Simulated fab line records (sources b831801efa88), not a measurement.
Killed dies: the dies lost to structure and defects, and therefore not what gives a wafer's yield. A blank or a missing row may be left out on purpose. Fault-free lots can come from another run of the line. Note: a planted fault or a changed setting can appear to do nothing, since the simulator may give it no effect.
8D (eight disciplines) problem report, filled in by code | flow sky130 | the parts of the form that need people (team, actions taken, sign-off) are left out

1. PROBLEM STATEMENT
killed-at-front-end at SKY_PAD_OPEN_PROBE_99 reads a mean of 421 on 6 wafers of 2 lots; wafers without a fault read 16 with a standard deviation of 4.5. Relative to the usual mean, that is a shift of +90 standard deviations.
First seen on wafer L428.1, day 51 07:08, on prober-01. The record holds 30 wafers of 10 lots with a number at this step. Rule for "out", or "out of limits": more than 4 standard deviations from the usual mean. The rest of the wafers with a number are treated as sound.

2. WHAT THIS IS AND IS NOT
question                    | is                                              | is not
which readings at this step | killed-at-front-end, killed-dies, killed-on-rim | killed_at_M4_up, killed-at-contacts, killed-at-other, killed-open, killed-short
which lots                  | L428, L429                                      | L415, L417, L418, L419, L424, L431, L432, L433
which wafers of those lots  | all that have a number                          | -
read on which tools         | prober-01, prober-02                            | -
when                        | from day 51 07:08                               | up to then (15 sound wafers); but 9 sound wafers of L431, L432, L433 came after

3. THE SUSPECTS, EACH WITH WHAT RULES IT OUT
Counting: a tool at any process step up to the reading remains a suspect when it ran all the lots that are out and ran no sound lot after the first of those.
- plasma-asher-02 at SKY_VT_ADJUST_NCORE_STRIP_10 (strips in O2/N2): ruled out as a lasting fault. Following L428 (day 14 07:03), the first lot on it that is out, the sound lots L432, L433 were run on it.
- wet-bench-01 at SKY_SONOS_TUNNEL_STRIP_11 (strips in SPM, time 600 s): ruled out as a lasting fault. Following L428 (day 17 18:32), the first lot on it that is out, the sound lots L432, L433 were run on it.
Left after counting: nothing in the record.

4. THE CAUSE (what the simulator had put in)
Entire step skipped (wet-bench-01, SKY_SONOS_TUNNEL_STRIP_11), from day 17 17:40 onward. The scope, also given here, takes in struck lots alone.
Counting ruled it out, wrongly: the rule takes a fault to strike every lot that its tool runs from its start on, and this one did not.

5. THE EFFECT CHAIN, in route order
Each row: a reading whose mean over the struck wafers that have a number lies more than 3 standard deviations from the usual. Scope: only readings with a usual standard deviation given in the record; hours: median across lots of the time from each lot's start at the first step in this table that gives one to its start at this step; sigmas: change in usual standard deviations.
hours | step                  | reading             | usual | on struck wafers | change | sigmas
0     | SKY_PAD_OPEN_PROBE_99 | killed-at-front-end | 16    | 421              | +405   | +90
0     | SKY_PAD_OPEN_PROBE_99 | killed-dies         | 87    | 492              | +405   | +45
0     | SKY_PAD_OPEN_PROBE_99 | killed-on-rim       | 17    | 96               | +79    | +21
The process steps in it:
- SKY_PAD_OPEN_PROBE_99
Readings that are blank on the struck wafers while sound wafers have them: bath-guard-temp-C at SKY_SONOS_TUNNEL_STRIP_11; bath-heat-duty-pct at SKY_SONOS_TUNNEL_STRIP_11; temp-c at SKY_SONOS_TUNNEL_STRIP_11.

6. WHAT WOULD HAVE CAUGHT IT SOONER
First out-of-limits reading in this record: day 51 07:08, which is 805 hours after fault onset at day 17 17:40.
At SKY_SONOS_TUNNEL_STRIP_11 the tool's readings are blank on the struck wafers, where sound wafers have them: an empty tool record is the first sign, and it was there at once.
